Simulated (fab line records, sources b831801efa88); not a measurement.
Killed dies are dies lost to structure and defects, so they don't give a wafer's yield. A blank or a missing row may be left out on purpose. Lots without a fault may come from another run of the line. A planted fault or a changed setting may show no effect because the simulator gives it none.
One fault seen from 2 desks | flow gf180mcu | each desk has only its own numbers; what lay behind them comes last

THE TOOL OWNER'S DESK: pecvd-03
The tool's own readings at GF_V1_CVD_02 (deposits SiO2 from TEOS, target thk 850 nm, time 94.851 s): means of the sampled wafers that have a number, for each lot that ran on this tool. A lot is out of limits, marked OUT, if its mean lies more than 4 standard deviations from the usual mean; the brackets give that distance.
Columns: A = heater_power_w at GF_V1_CVD_02, usual 614 W
lot  | first seen here | A
L365 | day 17 03:30    | 602
L366 | day 17 12:49    | 571
L371 | day 19 10:34    | 578
L372 | day 19 20:11    | 633
L375 | day 20 17:47    | 628
L382 | day 23 11:47    | 646
This desk's finding: nothing out of limits on any of the 6 lots.

THE METROLOGY DESK
What the gauges read, lot by lot, whatever tool the lot ran on: means of the sampled wafers that have a number. A lot is out of limits, marked OUT, if its mean lies more than 4 standard deviations from the usual mean; the brackets give that distance.
Columns: A = V1_CVD_02_THK at GF_V1_THK_MEAS_03, usual 846 nm
lot  | first seen here | A
L365 | day 17 03:35    | 833
L366 | day 17 12:52    | 841
L369 | day 18 16:31    | 856
L370 | day 19 00:26    | 864
L371 | day 19 10:40    | 830
L372 | day 19 20:16    | 837
L373 | day 20 05:38    | 850
L374 | day 20 17:07    | 842
L375 | day 20 17:51    | 835
L382 | day 23 11:53    | 822
L387 | day 24 20:25    | 870
L388 | day 25 06:22    | 860
This desk's finding: nothing out of limits on any of the 12 lots.

PUT TOGETHER
The tool owner's desk saw nothing out of limits.
The metrology desk saw nothing out of limits.

WHAT THE SIMULATOR HAD PUT IN
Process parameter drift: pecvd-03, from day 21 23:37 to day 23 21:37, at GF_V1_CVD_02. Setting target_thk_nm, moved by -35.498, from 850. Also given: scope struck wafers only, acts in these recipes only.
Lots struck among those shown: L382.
